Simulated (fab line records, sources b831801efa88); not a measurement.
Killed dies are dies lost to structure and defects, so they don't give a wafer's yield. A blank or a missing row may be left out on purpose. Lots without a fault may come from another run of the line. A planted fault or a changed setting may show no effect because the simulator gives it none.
Which tool did it? | flow gf180mcu | 13 lots, 39 wafers sampled, at 4 steps of a route of 602

WHAT THE GAUGES READ, wafer by wafer
GF_DNWELL_TW_MEAS_09. Usual: DNWELL_TW 1359, standard deviation 9.8.
lot  | measured    | on            | DNWELL_TW      | flag
L124 | day 2 18:11 | film_metro-04 | 1370 1359 1356 |
L127 | day 3 10:41 | film_metro-04 | 1356 1357 1353 |
L128 | day 3 15:06 | film_metro-01 | 1342 1342 1341 |
L129 | day 3 20:31 | film_metro-01 | 1348 1347 1336 |
L130 | day 4 02:35 | film_metro-01 | 1349 1353 1351 |
L134 | day 5 00:28 | film_metro-03 | 1367 1357 1366 |
L135 | day 5 04:45 | film_metro-04 | 1552 1542 1542 | OFF
L136 | day 5 10:42 | film_metro-04 | 1545 1540 1535 | OFF
L142 | day 6 23:10 | film_metro-04 | 1366 1353 1359 |
L143 | day 7 00:54 | film_metro-03 | 1354 1351 1347 |
L144 | day 7 04:17 | film_metro-03 | 1360 1375 1368 |
L146 | day 7 14:42 | film_metro-04 | 1361 1367 1366 |
L147 | day 7 23:18 | film_metro-04 | 1373 1372 1366 |

GF_V3_RS_MEAS_24: measures by four-point-probe. Usual: V3_W_RS 0.326 ohm/sq, standard deviation 0.0049.
lot  | measured     | on            | V3_W_RS (ohm/sq)  | flag
L124 | day 22 09:10 | film_metro-03 | 0.332 0.333 0.333 |
L127 | day 23 12:20 | film_metro-01 | 0.326 0.334 0.327 |
L128 | day 23 19:53 | film_metro-03 | 0.324 0.325 0.325 |
L129 | day 24 13:41 | film_metro-02 | 0.319 0.330 0.321 |
L130 | day 24 20:24 | film_metro-03 | 0.329 0.332 0.329 |
L134 | day 25 23:41 | film_metro-01 | 0.330 0.321 0.328 |
L135 | day 26 04:22 | film_metro-02 | 0.323 0.318 0.328 |
L136 | day 26 09:43 | film_metro-02 | 0.327 0.328 0.323 |
L142 | day 28 14:58 | film_metro-03 | 0.329 0.326 0.331 |
L143 | day 28 22:18 | film_metro-03 | 0.324 0.325 0.322 |
L144 | day 29 03:55 | film_metro-02 | 0.320 0.318 0.326 |
L146 | day 29 22:44 | film_metro-02 | 0.329 0.327 0.330 |
L147 | day 29 20:06 | film_metro-02 | 0.322 0.318 0.324 |

WHICH TOOL RAN EACH LOT (tool, then ch and the chambers of the sampled wafers, then the start)
lot  | GF_DNWELL_IMPLANT_07           | GF_V3_SPUTTER_21
L124 | implanter-04 ch 0, day 2 17:57 | pvd_sputter-01, day 22 08:56
L127 | implanter-04 ch 0, day 3 10:29 | pvd_sputter-04, day 23 12:04
L128 | implanter-01 ch 0, day 3 14:51 | pvd_sputter-01, day 23 19:40
L129 | implanter-01 ch 0, day 3 20:16 | pvd_sputter-01, day 24 13:28
L130 | implanter-02 ch 0, day 4 02:21 | pvd_sputter-04, day 24 20:10
L134 | implanter-02 ch 0, day 5 00:14 | pvd_sputter-03, day 25 23:27
L135 | implanter-02 ch 0, day 5 04:30 | pvd_sputter-04, day 26 04:09
L136 | implanter-02 ch 0, day 5 10:27 | pvd_sputter-04, day 26 09:30
L142 | implanter-01 ch 0, day 6 22:55 | pvd_sputter-03, day 28 14:46
L143 | implanter-01 ch 0, day 7 00:39 | pvd_sputter-03, day 28 22:05
L144 | implanter-04 ch 0, day 7 04:03 | pvd_sputter-04, day 29 03:41
L146 | implanter-01 ch 0, day 7 14:27 | pvd_sputter-01, day 29 22:31
L147 | implanter-04 ch 0, day 7 23:03 | pvd_sputter-03, day 29 19:53
- GF_DNWELL_IMPLANT_07
- GF_V3_SPUTTER_21: material Ti, target thk 15 nm, time 80.02 s.

WHAT THE TOOLS THEMSELVES READ (means of the sampled wafers that have a number; where no wafer has one, the mark that the record gives instead)
GF_DNWELL_IMPLANT_07. Usual: dose_ions_cm2 1e+13, standard deviation 1.1e+10; faraday_current_uA 56.3, standard deviation 1.1.
lot  | tool         | dose_ions_cm2 | faraday_current_uA | flag
L124 | implanter-04 | 1e+13         | 56.1               |
L127 | implanter-04 | 1e+13         | 55.5               |
L128 | implanter-01 | 1e+13         | 57.4               |
L129 | implanter-01 | 1e+13         | 56.1               |
L130 | implanter-02 | 1e+13         | 57.2               |
L134 | implanter-02 | 1e+13         | 56.6               |
L135 | implanter-02 | 1e+13         | 80.7               | OFF
L136 | implanter-02 | 1e+13         | 81.3               | OFF
L142 | implanter-01 | 1e+13         | 55.3               |
L143 | implanter-01 | 1e+13         | 56.0               |
L144 | implanter-04 | 1e+13         | 57.2               |
L146 | implanter-01 | 1e+13         | 54.8               |
L147 | implanter-04 | 1e+13         | 57.1               |

GF_V3_SPUTTER_21. Usual: substrate_temp_c 200.01 C, standard deviation 0.18; throttle_valve_pct 30.0 %, standard deviation 0.84.
lot  | tool           | substrate_temp_c (C) | throttle_valve_pct (%) | flag
L124 | pvd_sputter-01 | 199.87               | 30.5                   |
L127 | pvd_sputter-04 | 200.02               | 29.1                   |
L128 | pvd_sputter-01 | 200.05               | 30.4                   |
L129 | pvd_sputter-01 | 199.95               | 30.5                   |
L130 | pvd_sputter-04 | 199.75               | 29.6                   |
L134 | pvd_sputter-03 | 200.12               | 30.1                   |
L135 | pvd_sputter-04 | 199.89               | 30.1                   |
L136 | pvd_sputter-04 | 199.98               | 29.0                   |
L142 | pvd_sputter-03 | 200.20               | 29.6                   |
L143 | pvd_sputter-03 | 199.99               | 30.5                   |
L144 | pvd_sputter-04 | 200.17               | 30.6                   |
L146 | pvd_sputter-01 | 200.05               | 30.8                   |
L147 | pvd_sputter-03 | 200.00               | 29.6                   |

THE ANSWER, worked out from the rows above alone
Rule: a lot is off if the mean of its wafers that have a number lies more than 3 standard deviations from the usual mean. A lot without any number at a reading at which 4 lots or more have one is off too. The other lots that the step has rows for count as sound. The gauges are gone through in route order, then the tools' own readings, and for those a lot's mean is taken as printed above. The first step at which some lot is off is used, and at that step the reading that is off furthest; a lot without a number counts as furthest.
Off: L135, L136, at GF_DNWELL_TW_MEAS_09 (DNWELL_TW).
A tool fits if, at a process step before that reading, it ran every lot that is off, and no sound lot after the first of them. The gauges at GF_DNWELL_TW_MEAS_09 aren't tried: what is off there is off at GF_DNWELL_IMPLANT_07 too, on other tools, and a gauge's error can't cause that. One fits: implanter-02 at GF_DNWELL_IMPLANT_07. Its last sound lot is L134 (day 5 00:14), its first lot that is off L135 (day 5 04:30): a fault that began between those two fits.
The tool's own readings at GF_DNWELL_IMPLANT_07 bear it out: on the lots that are off they differ by more than 5 times the standard deviation of the sound lots' means. faraday_current_uA reads 81.0 there against 56.3 on the sound lots.

WHAT THE SIMULATOR HAD PUT IN
Process parameter drift: implanter-02, from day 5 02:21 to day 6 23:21, at GF_DNWELL_IMPLANT_07. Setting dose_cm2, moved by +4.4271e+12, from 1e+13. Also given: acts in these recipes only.
Lots struck among those shown: L135, L136. The rule above found the same.
